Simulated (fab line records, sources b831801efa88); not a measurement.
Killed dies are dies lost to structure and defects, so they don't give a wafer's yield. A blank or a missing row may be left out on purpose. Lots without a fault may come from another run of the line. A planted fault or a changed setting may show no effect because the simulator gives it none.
Chamber matching | flow gf180mcu | GF_V2_CMP_26 on cmp-02: 4 sister chambers
The step polishes, stops on SiO2, t overpolish 15 s, target thk 0 nm. 8 wafers are shown with their chamber, then 7 later ones without.

WAFERS WITH THEIR CHAMBER
wafer  | chamber | motor_current_A (A) | time_to_endpoint_s (s)
L989.5 | 1       | 12.8                | 86
L991.6 | 0       | 8.9                 | 82
L992.5 | 3       | 9.7                 | 83
L992.6 | 2       | 12.3                | 85
L995.1 | 2       | 12.4                | 81
L995.3 | 0       | 8.9                 | 85
L995.4 | 3       | 9.5                 | 81
L996.2 | 1       | 12.3                | 83

WAFERS WITHOUT THEIR CHAMBER
wafer  | motor_current_A (A) | time_to_endpoint_s (s)
L996.4 | 10.2                | 82
L996.6 | 9.4                 | 79
L999.3 | 8.3                 | 85
L999.4 | 12.4                | 84
L999.5 | 9.2                 | 79
L103.3 | 9.3                 | 79
L103.5 | 12.5                | 81

WHICH CHAMBER EACH WENT THROUGH
wafer  | from the rows above     | in truth
L996.4 | 3                       | 3
L996.6 | can't be placed: 3 or 0 | 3
L999.3 | 0                       | 0
L999.4 | can't be placed: 2 or 1 | 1
L999.5 | can't be placed: 3 or 0 | 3
L103.3 | can't be placed: 3 or 0 | 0
L103.5 | can't be placed: 2 or 1 | 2
Placed correctly: 2 of 7. Can't be placed from these rows: 5 (the true chamber is among the candidates in 5). Placed wrongly: 0.
How it was worked out, from the rows above alone: a wafer's distance from a chamber is the root of the sum, over the readings, of the square of ((its reading less the chamber's mean) divided by the reading's scatter). The wafer belongs to the nearest chamber; if the next one is less than 2 further off, it can't be placed. A chamber's mean is the mean of its shown wafers. The scatter: the root of (the sum of the squares of (reading less its chamber's mean) over the shown wafers, divided by (wafers less chambers)).
